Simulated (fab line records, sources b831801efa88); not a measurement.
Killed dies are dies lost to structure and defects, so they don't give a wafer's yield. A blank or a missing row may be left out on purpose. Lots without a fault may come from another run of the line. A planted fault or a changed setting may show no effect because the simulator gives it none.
fab line records | flow gf180mcu
record lots=24 wafers=72 last_day=35
route steps=602 shown V2@398 M3@414 V3@451 M4@462 MIM@510
lots that met no fault: from a run of the same line without faults
start_h: hours from the record's first day to the start of the lot's first wafer shown | wait_h: hours since the lot's step before | " the same as in the row above | L1.1+2: a row that stands for several wafers | - no value, or no start given | * or withheld: withheld | < > ~ a bound
route shown NAME@n: a module of which the file shows steps, and the number in the route of the first | usual: mean/standard deviation of fault-free wafers | same: alike in all rows | chamber/n: place in a boat | sites: the reading at each site | _std_site: their standard deviation | _edge_site: outer sites' mean less inner sites' | radius_mm: how far each site lies from the wafer's centre | mask NAME#n: copy n | behind: the tool/chamber that last shaped the wafer | hold: why the lot was held/for how many hours/how that ended | device: the transistor (n, p or np) that didn't switch | end of line: the same wafers' tests at the end of the route | a step without rows: its recipe alone | killed: dies lost to structure and defects at the first sort, not the wafer's yield | map: a wafer's dies, x killed, . not, _ none there
set.NAME: the setting as run; set.NAME@STEP: as run at that earlier step | model.NAME: the simulator's own value behind a step, which no gauge read
steps of the route over a sample of lots; a table a step, a row a wafer
services: from which hour (start_h, from the record's first day; less than 0 if before it) a tool's chamber was out of use, for how many hours, and why
## steps
# step GF_V2_ETCH_16
# recipe chemistry=N2/H2 target_depth_a=withheld overetch_a=withheld time_s=withheld target=BARC ion_energy_ev=200 source_w=500 bias_w=100 pressure_mtorr=30 n2_flow_sccm=100 h2_flow_sccm=200
# usual drypump_motor_current_A=5.8/0.44 oes_product_au=0.855/0.0045 rf_fwd_power_W=494.4/2.6 throttle_valve_pct=13.224/0.0094
# columns lot.wafer tool chamber start_h wait_h drypump_motor_current_A oes_product_au rf_fwd_power_W throttle_valve_pct
L074.1 rie_diel-04 3 483.02 0.0 5.9 0.855 497.5 13.226
L074.2 " 2 " " 5.8 0.851 491.4 13.230
L074.3 " 0 " " 5.8 0.852 494.7 13.216
L075.1 rie_diel-04 3 490.52 0.0 5.8 0.851 493.1 13.235
L075.2 " 1 " " 4.6 0.856 489.8 13.235
L075.5 " 2 " " 5.8 0.854 491.7 13.237
L076.1 rie_diel-01 2 498.47 0.0 6.1 0.850 494.1 13.231
L076.2 " 0 " " 6.4 0.851 495.6 13.222
L076.3 " 3 " " 6.0 0.856 493.9 13.232
L077.3 rie_diel-03 3 506.12 0.0 5.4 0.863 495.4 13.222
L077.5 " 2 " " 6.0 0.842 495.8 13.219
L077.6 " 1 " " 5.8 0.856 494.1 13.235
L078.3 rie_diel-04 1 512.94 0.0 4.6 0.849 491.4 13.225
L078.5 " 2 " " 5.8 0.852 492.2 13.217
L078.6 " 3 " " 5.9 0.860 493.1 13.211
L079.2 rie_diel-01 2 522.07 0.0 6.1 0.856 490.8 13.215
L079.3 " 3 " " 6.1 0.852 494.7 13.216
L079.5 " 3 " " 6.1 0.859 497.9 13.224
L080.1 rie_diel-01 1 535.97 0.0 6.4 0.861 497.7 13.239
L080.3 " 3 " " 6.1 0.865 497.4 13.225
L080.4 " 2 " " 6.1 0.856 494.4 13.215
L081.1 rie_diel-04 3 543.79 0.0 5.9 0.853 496.9 13.241
L081.2 " 1 " " 4.6 0.855 491.3 13.225
L081.3 " 2 " " 5.8 0.848 492.0 13.224
L082.3 rie_diel-04 2 552.12 0.0 5.8 0.852 493.1 13.222
L082.5 " 3 " " 5.9 0.858 495.9 13.223
L082.6 " 0 " " 5.8 0.855 493.6 13.232
L083.2 rie_diel-04 0 559.92 0.0 5.8 0.847 490.1 13.234
L083.3 " 1 " " 4.6 0.863 490.1 13.222
L083.5 " 3 " " 5.9 0.852 497.4 13.224
L084.2 rie_diel-03 2 566.97 0.0 6.0 0.859 496.7 13.217
L084.3 " 0 " " 6.0 0.860 494.9 13.217
L084.5 " 2 " " 6.0 0.847 496.1 13.237
L085.1 rie_diel-04 3 570.17 0.0 5.9 0.852 495.8 13.219
L085.3 " 1 " " 4.6 0.863 492.3 13.228
L085.4 " 0 " " 5.7 0.851 492.2 13.220
L086.3 rie_diel-03 0 582.47 0.0 6.0 0.856 494.4 13.224
L086.5 " 3 " " 5.4 0.849 496.0 13.213
L086.6 " 0 " " 6.0 0.859 495.2 13.207
L087.1 rie_diel-01 1 589.79 0.0 6.4 0.858 495.7 13.223
L087.2 " 0 " " 6.4 0.864 497.7 13.220
L087.3 " 3 " " 6.1 0.852 496.2 13.235
L088.1 rie_diel-04 2 599.07 0.0 5.8 0.859 491.1 13.201
L088.2 " 3 " " 5.9 0.858 494.8 13.216
L088.6 " 3 " " 5.9 0.853 496.1 13.233
L089.2 rie_diel-04 0 604.84 0.0 5.8 0.855 490.3 13.235
L089.4 " 3 " " 5.9 0.858 494.2 13.217
L089.5 " 0 " " 5.8 0.861 492.7 13.249
L090.1 rie_diel-01 0 611.32 0.0 6.3 0.857 497.1 13.228
L090.3 " 1 " " 6.3 0.858 497.5 13.214
L090.6 " 3 " " 6.1 0.863 498.2 13.233
L091.1 rie_diel-01 0 618.74 0.0 6.4 0.851 498.6 13.215
L091.2 " 3 " " 6.0 0.860 496.5 13.207
L091.4 " 1 " " 6.3 0.861 495.2 13.216
L092.1 rie_diel-01 0 626.92 0.0 6.3 0.850 500.0 13.216
L092.2 " 1 " " 6.4 0.857 495.1 13.227
L092.4 " 2 " " 6.1 0.857 493.3 13.212
L093.1 rie_diel-03 1 631.89 0.0 5.8 0.851 494.7 13.236
L093.2 " 0 " " 6.0 0.854 492.9 13.240
L093.5 " 2 " " 6.0 0.848 498.7 13.235
L094.1 rie_diel-04 1 644.89 0.0 4.6 0.857 488.4 13.213
L094.4 " 0 " " 5.8 0.851 489.4 13.222
L094.6 " 1 " " 4.6 0.860 489.2 13.214
L095.2 rie_diel-01 2 648.42 0.0 6.1 0.857 490.0 13.226
L095.4 " 3 " " 6.0 0.848 497.2 13.197
L095.6 " 1 " " 6.4 0.851 493.6 13.223
L096.2 rie_diel-04 1 654.59 0.0 4.6 0.852 490.1 13.216
L096.3 " 0 " " 5.7 0.854 495.4 13.228
L096.5 " 0 " " 5.7 0.853 494.1 13.226
L097.2 rie_diel-03 0 658.69 0.0 6.0 0.857 495.1 13.216
L097.3 " 3 " " 5.4 0.851 495.8 13.228
L097.6 " 1 " " 5.8 0.855 497.1 13.225
# step GF_V2_CVD_23
# recipe material=W target_thk_nm=350 time_s=104.94 temp_c=400 pressure_torr=40
# usual chamber_pressure_Torr=39.98/0.09 heater_power_w=920/130
# columns lot.wafer tool chamber start_h wait_h chamber_pressure_Torr heater_power_w
L074.1 cvd_w-02 1 483.79 0.0 40.07 989
L074.2 " 0 " " 39.72 1086
L074.3 " 1 " " 39.95 983
L075.1 cvd_w-02 0 491.29 0.0 39.98 1075
L075.2 " 1 " " 39.98 1023
L075.5 " 1 " " 39.94 996
L076.1 cvd_w-02 0 499.24 0.0 39.83 1072
L076.2 " 1 " " 40.02 1015
L076.3 " 1 " " 39.94 1012
L077.3 cvd_w-02 0 506.93 0.1 39.95 1090
L077.5 " 1 " " 39.88 986
L077.6 " 0 " " 39.99 1085
L078.3 cvd_w-01 0 513.74 0.1 39.91 746
L078.5 " 0 " " 39.96 744
L078.6 " 1 " " 40.16 825
L079.2 cvd_w-01 0 522.84 0.0 39.93 738
L079.3 " 1 " " 39.92 820
L079.5 " 1 " " 40.00 808
L080.1 cvd_w-01 0 536.74 0.0 39.96 740
L080.3 " 0 " " 40.07 748
L080.4 " 1 " " 40.06 816
L081.1 cvd_w-02 0 544.55 0.0 40.18 1112
L081.2 " 1 " " 40.06 1002
L081.3 " 0 " " 40.06 1066
L082.3 cvd_w-01 0 552.93 0.1 39.89 746
L082.5 " 0 " " 39.97 758
L082.6 " 1 " " 40.06 835
L083.2 cvd_w-02 1 560.69 0.0 40.00 1031
L083.3 " 0 " " 39.99 1073
L083.5 " 1 " " 39.93 1006
L084.2 cvd_w-02 0 567.73 0.0 40.07 1113
L084.3 " 1 " " 39.91 1012
L084.5 " 0 " " 39.87 1062
L085.1 cvd_w-02 1 570.94 0.0 40.11 1008
L085.3 " 0 " " 39.83 1081
L085.4 " 1 " " 39.92 996
L086.3 cvd_w-01 1 583.31 0.1 39.92 837
L086.5 " 1 " " 40.07 837
L086.6 " 1 " " 40.01 847
L087.1 cvd_w-01 1 590.55 0.0 39.92 828
L087.2 " 1 " " 39.75 809
L087.3 " 1 " " 39.93 831
L088.1 cvd_w-02 1 599.84 0.0 40.02 1029
L088.2 " 0 " " 39.87 1082
L088.6 " 0 " " 40.08 1096
L089.2 cvd_w-01 1 605.60 0.0 39.79 832
L089.4 " 0 " " 40.02 758
L089.5 " 0 " " 40.03 748
L090.1 cvd_w-01 0 612.08 0.0 40.07 763
L090.3 " 0 " " 40.01 749
L090.6 " 1 " " 40.01 844
L091.1 cvd_w-02 1 619.51 0.0 39.99 1039
L091.2 " 0 " " 39.95 1100
L091.4 " 1 " " 39.93 1003
L092.1 cvd_w-02 1 627.70 0.0 39.93 1008
L092.2 " 0 " " 39.88 1075
L092.4 " 0 " " 39.96 1090
L093.1 cvd_w-02 0 632.66 0.0 39.96 1102
L093.2 " 1 " " 39.96 986
L093.5 " 0 " " 39.97 1100
L094.1 cvd_w-01 0 645.65 0.0 39.93 764
L094.4 " 1 " " 40.00 842
L094.6 " 0 " " 40.04 734
L095.2 cvd_w-01 1 649.53 0.0 40.02 847
L095.4 " 1 " " 39.98 829
L095.6 " 0 " " 40.07 763
L096.2 cvd_w-01 1 655.69 0.0 40.02 836
L096.3 " 0 " " 39.99 750
L096.5 " 1 " " 39.99 846
L097.2 cvd_w-01 1 659.47 0.0 39.89 833
L097.3 " 0 " " 39.93 742
L097.6 " 0 " " 40.00 752
# step GF_M3_RS_MEAS_05
# recipe thk_meas_gauge=four-point-probe reads=TiN_of_M3_SPUTTER_04+Ti_of_M3_SPUTTER_03+AlCu_of_M3_SPUTTER_02+TiN_of_M3_SPUTTER_01+Ti_of_M3_SPUTTER_00
# usual M3_ALCU_RS=0.0695/0.00068
# columns lot.wafer tool chamber start_h wait_h M3_ALCU_RS[ohm/sq]
L074.1 film_metro-03 - 484.60 0.0 0.0689
L074.2 " - " " 0.0691
L074.3 " - " " 0.0691
L075.1 film_metro-03 - 492.10 0.0 0.0690
L075.2 " - " " 0.0695
L075.5 " - " " 0.0689
L076.1 film_metro-03 - 500.05 0.0 0.0695
L076.2 " - " " 0.0694
L076.3 " - " " 0.0690
L077.3 film_metro-02 - 507.75 0.1 0.0700
L077.5 " - " " 0.0702
L077.6 " - " " 0.0699
L078.3 film_metro-03 - 514.55 0.1 0.0684
L078.5 " - " " 0.0689
L078.6 " - " " 0.0690
L079.2 film_metro-03 - 523.67 0.0 0.0684
L079.3 " - " " 0.0695
L079.5 " - " " 0.0688
L080.1 film_metro-03 - 537.56 0.0 0.0693
L080.3 " - " " 0.0699
L080.4 " - " " 0.0698
L081.1 film_metro-03 - 545.36 0.0 0.0701
L081.2 " - " " 0.0702
L081.3 " - " " 0.0700
L082.3 film_metro-03 - 553.75 0.1 0.0675
L082.5 " - " " 0.0681
L082.6 " - " " 0.0689
L083.2 film_metro-02 - 561.53 0.0 0.0701
L083.3 " - " " 0.0701
L083.5 " - " " 0.0698
L084.2 film_metro-02 - 568.57 0.0 0.0693
L084.3 " - " " 0.0692
L084.5 " - " " 0.0692
L085.1 film_metro-02 - 571.76 0.0 0.0698
L085.3 " - " " 0.0705
L085.4 " - " " 0.0696
L086.3 film_metro-04 - 584.22 0.1 0.0694
L086.5 " - " " 0.0698
L086.6 " - " " 0.0688
L087.1 film_metro-04 - 591.47 0.0 0.0706
L087.2 " - " " 0.0705
L087.3 " - " " 0.0709
L088.1 film_metro-04 - 600.66 0.0 0.0689
L088.2 " - " " 0.0688
L088.6 " - " " 0.0682
L089.2 film_metro-04 - 606.43 0.0 0.0684
L089.4 " - " " 0.0683
L089.5 " - " " 0.0676
L090.1 film_metro-03 - 612.90 0.0 0.0697
L090.3 " - " " 0.0700
L090.6 " - " " 0.0696
L091.1 film_metro-02 - 620.33 0.0 0.0698
L091.2 " - " " 0.0696
L091.4 " - " " 0.0699
L092.1 film_metro-03 - 628.51 0.0 0.0703
L092.2 " - " " 0.0707
L092.4 " - " " 0.0693
L093.1 film_metro-02 - 633.49 0.0 0.0699
L093.2 " - " " 0.0694
L093.5 " - " " 0.0689
L094.1 film_metro-04 - 646.46 0.0 0.0705
L094.4 " - " " 0.0700
L094.6 " - " " 0.0713
L095.2 film_metro-03 - 650.36 0.0 0.0692
L095.4 " - " " 0.0693
L095.6 " - " " 0.0690
L096.2 film_metro-03 - 656.52 0.0 0.0699
L096.3 " - " " 0.0696
L096.5 " - " " 0.0693
L097.2 film_metro-03 - 660.30 0.0 0.0699
L097.3 " - " " 0.0700
L097.6 " - " " 0.0695
# step GF_V3_SPUTTER_22
# recipe material=TiN target_thk_nm=10 chamber_pressure_pa=5 power_w=4000 time_s=40
# usual cathode_dc_power_W=3999.9/0.71 throttle_valve_pct=30.0/0.91
# columns lot.wafer tool chamber start_h wait_h cathode_dc_power_W throttle_valve_pct
L074.1 pvd_sputter-01 - 533.85 0.0 3999.6 29.9
L074.2 " - " " 3999.8 29.6
L074.3 " - " " 4000.2 30.3
L075.1 pvd_sputter-02 - 541.80 0.0 4001.0 29.4
L075.2 " - " " 3999.4 28.6
L075.5 " - " " 4000.5 28.6
L076.1 pvd_sputter-01 - 548.26 0.0 3999.7 29.6
L076.2 " - " " 4000.4 29.7
L076.3 " - " " 4000.6 30.1
L077.3 pvd_sputter-04 - 556.85 0.0 3998.6 29.9
L077.5 " - " " 3998.8 29.8
L077.6 " - " " 4000.7 30.2
L078.3 pvd_sputter-01 - 563.01 0.0 3999.7 30.0
L078.5 " - " " 3999.4 30.0
L078.6 " - " " 3999.6 30.4
L079.2 pvd_sputter-02 - 572.11 0.0 4000.0 28.8
L079.3 " - " " 4000.8 31.9
L079.5 " - " " 3999.2 30.7
L080.1 pvd_sputter-02 - 585.78 0.0 3999.0 28.4
L080.3 " - " " 4000.2 32.1
L080.4 " - " " 3999.8 29.1
L081.1 pvd_sputter-01 - 591.80 0.0 3998.3 29.9
L081.2 " - " " 3998.9 29.3
L081.3 " - " " 4001.1 30.2
L082.3 pvd_sputter-02 - 600.10 0.0 4000.0 28.5
L082.5 " - " " 3999.8 28.9
L082.6 " - " " 3999.7 30.8
L083.2 pvd_sputter-01 - 606.85 0.0 3999.1 30.0
L083.3 " - " " 3999.5 30.1
L083.5 " - " " 3999.4 30.1
L084.2 pvd_sputter-02 - 614.97 0.0 3999.8 28.7
L084.3 " - " " 3999.0 30.8
L084.5 " - " " 3999.9 30.7
L085.1 pvd_sputter-04 - 617.06 0.0 4001.0 30.1
L085.3 " - " " 4000.3 31.4
L085.4 " - " " 3998.9 28.4
L086.3 pvd_sputter-01 - 629.46 0.0 3999.2 29.4
L086.5 " - " " 3999.3 30.0
L086.6 " - " " 3999.1 30.0
L087.1 pvd_sputter-04 - 636.62 0.0 4001.4 30.1
L087.2 " - " " 4000.7 29.8
L087.3 " - " " 3998.9 28.6
L088.1 pvd_sputter-04 - 643.80 0.0 4000.6 30.0
L088.2 " - " " 3999.2 29.5
L088.6 " - " " 3999.1 30.1
L089.2 pvd_sputter-02 - 649.61 0.0 4000.1 29.1
L089.4 " - " " 4000.9 30.9
L089.5 " - " " 3999.4 30.7
L090.1 pvd_sputter-02 - 656.26 0.0 4001.0 28.4
L090.3 " - " " 3999.8 30.7
L090.6 " - " " 4000.6 30.7
L091.1 pvd_sputter-02 - 662.57 0.0 4000.0 31.0
L091.2 " - " " 3999.5 29.1
L091.4 " - " " 4000.7 31.8
L092.1 pvd_sputter-01 - 671.90 0.0 3999.4 30.4
L092.2 " - " " 4000.9 29.6
L092.4 " - " " 4000.1 30.0
L093.1 pvd_sputter-02 - 675.68 0.0 3999.5 30.6
L093.2 " - " " 3999.9 31.8
L093.5 " - " " 3999.7 29.1
L094.1 pvd_sputter-01 - 687.75 0.0 3999.7 29.9
L094.4 " - " " 4000.4 29.5
L094.6 " - " " 4000.0 30.1
L095.2 pvd_sputter-01 - 691.70 0.0 4000.4 30.5
L095.4 " - " " 3999.1 29.5
L095.6 " - " " 3999.3 30.0
L096.2 pvd_sputter-01 - 697.70 0.0 4000.0 30.5
L096.3 " - " " 3999.4 30.1
L096.5 " - " " 4000.4 29.5
L097.2 pvd_sputter-04 - 701.86 0.0 3999.6 28.8
L097.3 " - " " 4000.8 29.7
L097.6 " - " " 3999.8 29.6
# step GF_M4_THK_MEAS_06
# recipe thk_meas_gauge=xrf reads=AlCu_of_M4_SPUTTER_02
# usual M4_ALCU_THK=445/4.4
# columns lot.wafer tool chamber start_h wait_h M4_ALCU_THK[nm]
L074.1 film_metro-02 - 534.82 0.1 445
L074.2 " - " " 445
L074.3 " - " " 446
L075.1 film_metro-02 - 542.78 0.1 450
L075.2 " - " " 443
L075.5 " - " " 445
L076.1 film_metro-02 - 549.23 0.1 444
L076.2 " - " " 446
L076.3 " - " " 444
L077.3 film_metro-02 - 558.05 0.1 440
L077.5 " - " " 442
L077.6 " - " " 444
L078.3 film_metro-01 - 564.00 0.1 444
L078.5 " - " " 444
L078.6 " - " " 445
L079.2 film_metro-03 - 573.10 0.1 452
L079.3 " - " " 455
L079.5 " - " " 455
L080.1 film_metro-03 - 586.86 0.1 446
L080.3 " - " " 444
L080.4 " - " " 447
L081.1 film_metro-02 - 592.77 0.1 441
L081.2 " - " " 447
L081.3 " - " " 444
L082.3 film_metro-03 - 601.10 0.1 446
L082.5 " - " " 447
L082.6 " - " " 450
L083.2 film_metro-03 - 607.84 0.1 448
L083.3 " - " " 442
L083.5 " - " " 447
L084.2 film_metro-02 - 615.95 0.1 450
L084.3 " - " " 449
L084.5 " - " " 450
L085.1 film_metro-03 - 618.04 0.1 433
L085.3 " - " " 440
L085.4 " - " " 433
L086.3 film_metro-03 - 630.47 0.1 451
L086.5 " - " " 445
L086.6 " - " " 448
L087.1 film_metro-02 - 637.59 0.1 445
L087.2 " - " " 444
L087.3 " - " " 444
L088.1 film_metro-03 - 644.78 0.1 445
L088.2 " - " " 443
L088.6 " - " " 443
L089.2 film_metro-02 - 650.59 0.1 448
L089.4 " - " " 451
L089.5 " - " " 446
L090.1 film_metro-02 - 657.23 0.1 444
L090.3 " - " " 442
L090.6 " - " " 443
L091.1 film_metro-03 - 663.57 0.1 436
L091.2 " - " " 438
L091.4 " - " " 435
L092.1 film_metro-03 - 672.87 0.1 448
L092.2 " - " " 445
L092.4 " - " " 441
L093.1 film_metro-03 - 676.66 0.1 449
L093.2 " - " " 449
L093.5 " - " " 451
L094.1 film_metro-03 - 688.73 0.1 445
L094.4 " - " " 447
L094.6 " - " " 442
L095.2 film_metro-03 - 692.69 0.1 447
L095.4 " - " " 447
L095.6 " - " " 448
L096.2 film_metro-02 - 698.69 0.1 447
L096.3 " - " " 445
L096.5 " - " " 445
L097.2 film_metro-03 - 702.84 0.1 443
L097.3 " - " " 437
L097.6 " - " " 440
# step GF_MIM_SPUTTER_07
# recipe material=TiN target_thk_nm=60 power_w=6500 time_s=50 chamber_pressure_pa=0.4
# usual cathode_dc_power_W=6500.0/1.2 throttle_valve_pct=29.9/1.2
# columns lot.wafer tool chamber start_h wait_h cathode_dc_power_W throttle_valve_pct
L074.1 pvd_sputter-03 - 583.90 0.1 6501.7 29.7
L074.2 " - " " 6499.6 30.5
L074.3 " - " " 6499.7 27.4
L075.1 pvd_sputter-04 - 590.74 0.1 6501.7 28.7
L075.2 " - " " 6499.3 31.3
L075.5 " - " " 6499.5 30.2
L076.1 pvd_sputter-03 - 595.69 0.1 6500.9 30.4
L076.2 " - " " 6499.7 29.6
L076.3 " - " " 6500.3 27.9
L077.3 pvd_sputter-04 - 605.40 0.0 6499.3 30.3
L077.5 " - " " 6501.1 31.5
L077.6 " - " " 6499.6 29.7
L078.3 pvd_sputter-04 - 610.71 0.0 6499.9 28.7
L078.5 " - " " 6499.2 31.4
L078.6 " - " " 6498.5 28.9
L079.2 pvd_sputter-02 - 618.88 0.0 6500.4 30.5
L079.3 " - " " 6501.9 28.2
L079.5 " - " " 6500.9 29.1
L080.1 pvd_sputter-04 - 633.23 0.1 6500.0 30.0
L080.3 " - " " 6497.0 30.0
L080.4 " - " " 6502.1 31.4
L081.1 pvd_sputter-03 - 638.22 0.1 6501.1 27.7
L081.2 " - " " 6501.2 29.8
L081.3 " - " " 6499.4 29.6
L082.3 pvd_sputter-02 - 645.29 0.0 6500.6 30.9
L082.5 " - " " 6500.8 28.8
L082.6 " - " " 6500.0 30.8
L083.2 pvd_sputter-04 - 652.94 0.0 6499.3 29.7
L083.3 " - " " 6500.8 31.1
L083.5 " - " " 6501.0 29.8
L084.2 pvd_sputter-04 - 660.16 0.0 6498.8 31.3
L084.3 " - " " 6501.2 29.6
L084.5 " - " " 6500.6 30.1
L085.1 pvd_sputter-04 - 663.25 0.1 6500.9 30.3
L085.3 " - " " 6500.2 29.7
L085.4 " - " " 6499.8 31.3
L086.3 pvd_sputter-02 - 674.84 0.0 6500.4 29.1
L086.5 " - " " 6500.1 30.9
L086.6 " - " " 6501.6 31.8
L087.1 pvd_sputter-02 - 680.68 0.1 6500.9 31.8
L087.2 " - " " 6502.6 29.3
L087.3 " - " " 6501.6 30.5
L088.1 pvd_sputter-03 - 687.95 0.1 6501.0 30.8
L088.2 " - " " 6498.3 29.9
L088.6 " - " " 6500.2 30.3
L089.2 pvd_sputter-03 - 692.91 0.0 6499.4 29.5
L089.4 " - " " 6500.6 29.5
L089.5 " - " " 6499.6 30.5
L090.1 pvd_sputter-02 - 700.65 0.1 6500.5 32.2
L090.3 " - " " 6501.5 29.2
L090.6 " - " " 6500.5 31.0
L091.1 pvd_sputter-02 - 705.73 0.1 6497.8 28.9
L091.2 " - " " 6497.8 30.7
L091.4 " - " " 6498.8 31.9
L092.1 pvd_sputter-04 - 714.10 0.1 6500.8 31.4
L092.2 " - " " 6501.4 29.6
L092.4 " - " " 6498.9 30.2
L093.1 pvd_sputter-04 - 718.74 0.1 6499.1 30.1
L093.2 " - " " 6500.5 31.4
L093.5 " - " " 6500.3 31.2
L094.1 pvd_sputter-02 - 728.82 0.1 6498.9 32.0
L094.4 " - " " 6500.0 30.6
L094.6 " - " " 6498.8 28.9
L095.2 pvd_sputter-04 - 733.24 0.0 6499.8 30.1
L095.4 " - " " 6499.8 29.5
L095.6 " - " " 6500.5 31.3
L096.2 pvd_sputter-03 - 738.98 0.0 6498.7 29.4
L096.3 " - " " 6498.8 27.5
L096.5 " - " " 6498.9 30.2
L097.2 pvd_sputter-02 - 742.82 0.0 6502.1 28.4
L097.3 " - " " 6498.7 29.0
L097.6 " - " " 6499.1 29.2
## services
# columns tool chamber start_h hours kind
pvd_sputter-04 - 460.83 8.7 repair
cvd_w-02 - 462.43 2.8 pm
pvd_sputter-04 - 463.06 0.8 repair
cvd_w-02 0 471.83 6.6 repair
cvd_w-01 - 477.63 0.5 repair
cvd_w-01 - 505.45 0.9 repair
rie_diel-04 0 518.25 2.9 repair
cvd_w-01 0 530.57 3.0 repair
pvd_sputter-02 0 538.17 - consumable_replace:kit
rie_diel-03 - 543.05 2.8 pm
rie_diel-04 2 563.83 4.9 repair
rie_diel-01 3 577.67 10.8 repair
cvd_w-01 0 581.70 14.4 repair
pvd_sputter-03 - 608.42 0.7 repair
pvd_sputter-04 - 624.03 2.1 repair
pvd_sputter-02 - 671.14 1.7 repair
rie_diel-01 1 683.52 4.8 repair
pvd_sputter-02 - 683.69 3.1 repair
cvd_w-02 - 689.87 6.9 pm
pvd_sputter-03 - 703.27 6.2 repair
cvd_w-02 1 721.27 4.2 repair
rie_diel-01 - 722.44 14.6 pm
cvd_w-01 1 725.58 2.5 repair
pvd_sputter-03 - 726.15 9.8 repair
## key
fault none
